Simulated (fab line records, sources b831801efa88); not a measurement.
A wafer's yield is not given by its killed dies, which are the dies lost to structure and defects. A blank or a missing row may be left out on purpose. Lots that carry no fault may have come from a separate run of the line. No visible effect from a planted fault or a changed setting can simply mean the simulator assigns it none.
Comparing a struck lot with a sound one ; flow sky130 ; 14 out of 708 route steps
Sound: the wafers L731.1, L731.2, L731.5. Wafers struck: L740.4, L740.5, L740.6. The cause is given at the end.
Each step with rows lists, per side, the tool, then ch with its chambers, then its first start. Under that, the readings that differ: sound wafers ; struck wafers ; difference of the means ; sigmas: that difference in standard deviations of wafers without a fault.
alike: readings with means less than 2 such deviations apart, plus words and numbers identical on both sides. not compared: withheld readings, readings lacking a value on some wafer, bounds such as >300 that could conceal the same value, and numbers that have no deviation in the record and whose values overlap.
The two part at a step that has a row with sigmas, a row that says differs or no value, or rows on one side only. Numbers that don't overlap but have no deviation are shown without sigmas and don't part them. A reading that every wafer of one side lacks parts them only if that side has two wafers or more.

first, 2 steps without rows for these wafers: SKY_RES_PROTECT_DEVELOP_06 (develop time 60 s); SKY_POLY_GATE_IMPLANT_02.
SKY_RES_PROTECT_STRIP_07: strips in O2/N2.
  sound on plasma_asher-02 ch 0,1, day 17 20:09; struck on plasma_asher-01 ch 0,1, day 21 12:14
  alike: chamber_pressure_mTorr, drypump_motor_current_A, oes_product_au, strip_time_to_endpoint_s
  not compared: rf_hours_counter_h
SKY_RES_PROTECT_TW_MEAS_08:
  sound on film_metro-02 at day 17 20:15; struck on film_metro-01 at day 21 12:20
  alike: POLY_GATE_TW
then, 2 steps without rows for these wafers: SKY_RES_PROTECT_CLEAN_09 (cleans in SC1/SC2, time 150 s); SKY_POLY_GATE_CVD_03 (deposits Si3N4 from DCS/NH3, target thk 75 nm, time 1290 s).
SKY_POLY_GATE_THK_MEAS_04:
  sound on film_metro-04 at day 18 04:26; struck on film_metro-04 at day 22 09:08
  alike: POLY_GATE_CVD_03_THK
then, 5 steps without rows for these wafers: SKY_POLY_GATE_DEHYDRATE_05 (time 60 s); SKY_POLY_GATE_HMDS_06 (prime time 60 s); SKY_POLY_GATE_COAT_07 (resist thk 110 nm); SKY_POLY_GATE_COAT_08 (resist thk 450 nm); SKY_POLY_GATE_SOFTBAKE_09 (time 90 s).
SKY_POLY_GATE_EXPOSE_10: exposes mask P1M, target cd 150 nm.
  sound on krf_scanner-01 ch 0, day 18 19:42; struck on krf_scanner-02, day 22 23:11
  no value came back on the struck wafers for exposure_dose_mJ_cm2, focus_offset_nm (nm), sigma_outer; on the sound wafers exposure_dose_mJ_cm2 reads 28.008 27.953 27.957
  alike: mask
then, 1 step without rows for these wafers: SKY_POLY_GATE_PEB_11.

## WHERE THEY PART
Only at SKY_POLY_GATE_EXPOSE_10, as far as this record shows.

WHY: what had been put in by the simulator
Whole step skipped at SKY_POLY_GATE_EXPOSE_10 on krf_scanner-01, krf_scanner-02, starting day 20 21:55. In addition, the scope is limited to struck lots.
